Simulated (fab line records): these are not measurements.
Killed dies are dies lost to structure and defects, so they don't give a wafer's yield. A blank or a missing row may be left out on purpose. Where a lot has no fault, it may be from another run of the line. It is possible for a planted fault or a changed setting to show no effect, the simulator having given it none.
Which tool was responsible? :: flow gf180mcu :: 6 lots (18 wafers sampled), 1 step of a 602-step route

== WHAT THE GAUGES READ, wafer by wafer ==
GF_V2_CD_MEAS_14: the cd target is 260 nm.
lot: L674
measured: day 21 08:52
on: cdSem-02
cdNm (nm): 260.1 259.6 260.3

lot: L679
measured: day 23 08:54
on: cdSem-02
cdNm (nm): 260.3 259.8 259.9

lot: L687
measured: day 26 07:51
on: cdSem-02
cdNm (nm): 257.2 258.0 256.4

lot: L688
measured: day 26 11:07
on: cdSem-01
cdNm (nm): 260.3 259.4 260.4

lot: L690
measured: day 26 19:55
on: cdSem-02
cdNm (nm): 259.6 258.3 259.6

lot: L692
measured: day 27 18:39
on: cdSem-02
cdNm (nm): 258.6 258.9 258.8

== TOOL THAT RAN EACH LOT (tool first, then ch and the chambers of the sampled wafers, then the start) ==
Before these readings, the record contains no process step.

== THE ANSWER, worked out from the rows above alone ==
Rule: the usual values come from the lots themselves. Put in order of their means at a reading, lots are off if they are a third of the lots or fewer, leave a main group of 4 or more, and stand apart from it by a gap of 3 or more times the standard deviation of the main group's means; of several such gaps the widest counts. Not used: any main group whose means are identical at the precision the tables above print for the reading. A lot without any number at a reading at which 4 lots or more have one is off too. The other lots that the step has rows for count as sound.
No lot is off at any reading shown: from this, nothing can be told.

== WHAT THE SIMULATOR HAD INSERTED ==
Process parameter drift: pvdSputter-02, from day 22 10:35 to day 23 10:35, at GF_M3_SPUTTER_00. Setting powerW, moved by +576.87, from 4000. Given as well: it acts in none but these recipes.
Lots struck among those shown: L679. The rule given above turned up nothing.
